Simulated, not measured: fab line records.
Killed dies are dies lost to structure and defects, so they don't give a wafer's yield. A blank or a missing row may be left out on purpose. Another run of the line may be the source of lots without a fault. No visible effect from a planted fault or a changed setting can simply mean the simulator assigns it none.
Struck lot and sound lot, side by side ; flow gf180mcu ; 43 steps out of a route of 602
Sound: wafers L546.1, L546.2, L546.5. The struck wafers were L539.1, L539.2, L539.4. At the end, the cause is stated.
Order at every step that has rows: each side's tool, ch and its chambers, its first start. Under that, the readings that differ: sound wafers ; struck wafers ; difference of the means ; sigmas: that difference in standard deviations of wafers without a fault.
alike: a reading whose means differ by less than 2 such deviations, as well as words and numbers matching on both sides. not compared: withheld readings; readings where some wafer has no value; bounds like >300 that might hide an equal value; numbers whose values overlap and for which the record gives no deviation.
A row with sigmas, a row that says differs or no value, or rows on one side alone: a step with any of these is where the two part. Non-overlapping numbers with no deviation appear without sigmas and do not part them. Lack of a reading on every wafer of one side parts them only where that side has two or more wafers.

first, 1 step without rows for these wafers: GF_NWELL_IMPLANT_09.
GF_NWELL_STRIP_10: strips in O2/N2.
  sound on plasmaAsher-01 ch 0,1, day 7 04:18; struck on plasmaAsher-03 ch 0,1, day 5 13:16
  alike: drypumpMotorCurrentA, heaterPowerW, oesProductAu, stripTimeToEndpointS
  not compared: rfHoursCounterH
GF_NWELL_TW_MEAS_11:
  sound: filmMetro-01 at day 7 04:24; struck: filmMetro-01 at day 5 13:22
  alike: NWELL_TW
then, 7 steps without rows for these wafers: GF_LVPWELL_DEHYDRATE_00 (time 60 s); GF_LVPWELL_HMDS_01 (prime time 60 s); GF_LVPWELL_COAT_02 (resist thk 3000 nm); GF_LVPWELL_SOFTBAKE_03; GF_LVPWELL_EXPOSE_04 (exposes mask LVPWELL, target cd 600 nm); GF_LVPWELL_PEB_05; GF_LVPWELL_DEVELOP_06 (develop time 60 s).
GF_LVPWELL_OVL_MEAS_07:
  sound: overlay-01 at day 7 20:04; struck: overlay-02 at day 6 04:13
  alike: LVPWELL_OVL
then, 1 step without rows for these wafers: GF_LVPWELL_IMPLANT_08.
GF_LVPWELL_IMPLANT_09:
  struck on implanter-01, day 6 04:25; sound on implanter-02 ch 0, day 7 20:16
  no value came back on the struck wafers for beamEnergyKeV, beamOnS (s), faradayCurrentUA, implantIonAmu; on the sound wafers beamEnergyKeV reads 60.006 59.993 59.989
GF_LVPWELL_STRIP_10: strips in O2/N2.
  sound on plasmaAsher-04 ch 0,1, day 7 20:25; struck on plasmaAsher-02 ch 0,1, day 6 04:34
  alike: drypumpMotorCurrentA, heaterPowerW, oesProductAu, stripTimeToEndpointS
  not compared: rfHoursCounterH
GF_LVPWELL_TW_MEAS_11:
  sound: filmMetro-04 at day 7 20:31; struck: filmMetro-04 at day 6 04:40
reading;sound;struck;difference;sigmas
LVPWELL_TW;559 559 557;519 518 520;-39;-10
then, 7 steps without rows for these wafers: GF_MVSD_DEHYDRATE_00 (time 60 s); GF_MVSD_HMDS_01 (prime time 60 s); GF_MVSD_COAT_02 (resist thk 3000 nm); GF_MVSD_SOFTBAKE_03; GF_MVSD_EXPOSE_04 (exposes mask MVSD, target cd 1000 nm); GF_MVSD_PEB_05; GF_MVSD_DEVELOP_06 (develop time 61.22 s).
GF_MVSD_OVL_MEAS_07:
  sound: overlay-01 at day 8 12:44; struck: overlay-01 at day 6 19:32
  alike: MVSD_OVL
then, 2 steps without rows for these wafers: GF_MVSD_IMPLANT_08; GF_MVSD_IMPLANT_09.
GF_MVSD_STRIP_10: strips in O2/N2.
  sound on plasmaAsher-01 ch 0,1, day 8 13:04; struck on plasmaAsher-01 ch 0,1, day 6 19:52
  alike: drypumpMotorCurrentA, heaterPowerW, oesProductAu, stripTimeToEndpointS
  not compared: rfHoursCounterH
GF_MVSD_TW_MEAS_11:
  sound: filmMetro-01 at day 8 13:10; struck: filmMetro-02 at day 6 19:58
  alike: MVSD_TW
then, 7 steps without rows for these wafers: GF_MVPSD_DEHYDRATE_00 (time 60 s); GF_MVPSD_HMDS_01 (prime time 60 s); GF_MVPSD_COAT_02 (resist thk 3000 nm); GF_MVPSD_SOFTBAKE_03; GF_MVPSD_EXPOSE_04 (exposes mask MVPSD, target cd 1000 nm); GF_MVPSD_PEB_05; GF_MVPSD_DEVELOP_06 (develop time 60 s).
GF_MVPSD_OVL_MEAS_07:
  sound: overlay-02 at day 9 05:16; struck: overlay-01 at day 7 11:28
reading;sound;struck;difference;sigmas
MVPSD_OVL (nm);-2.9 -0.6 -1.8;2.6 1.8 1.0;+3.6;+3
then, 2 steps without rows for these wafers: GF_MVPSD_IMPLANT_08; GF_MVPSD_IMPLANT_09.
GF_MVPSD_STRIP_10: strips in O2/N2.
  sound on plasmaAsher-02 ch 0,1, day 9 05:37; struck on plasmaAsher-03 ch 0,1, day 7 11:49
  alike: drypumpMotorCurrentA, heaterPowerW, oesProductAu, stripTimeToEndpointS
  not compared: rfHoursCounterH
GF_MVPSD_TW_MEAS_11:
  sound: filmMetro-04 at day 9 05:43; struck: filmMetro-01 at day 7 11:55
  alike: MVPSD_TW
then, 3 steps without rows for these wafers: GF_VT_IMPLANT_DEHYDRATE_00 (time 60 s); GF_VT_IMPLANT_HMDS_01 (prime time 60 s); GF_VT_IMPLANT_COAT_02 (resist thk 1000 nm).
-- the record jumps here: 3 days lie between the struck wafers' starts before and after --
GF_VT_IMPLANT_RS_MEAS_48: a four-point-probe measurement.
  sound: filmMetro-04 at day 12 07:38; struck: filmMetro-04 at day 10 07:48
reading;sound;struck;difference;sigmas
LVPWELL_RS (ohm/sq);1199.9 1199.9 1200.0;1536.9 1542.1 1541.5;+340.2;+99 or more

== WHERE THEY PART ==
Earliest at GF_LVPWELL_IMPLANT_09; latest, in this record, at GF_VT_IMPLANT_RS_MEAS_48.

WHY: what had been put in by the simulator
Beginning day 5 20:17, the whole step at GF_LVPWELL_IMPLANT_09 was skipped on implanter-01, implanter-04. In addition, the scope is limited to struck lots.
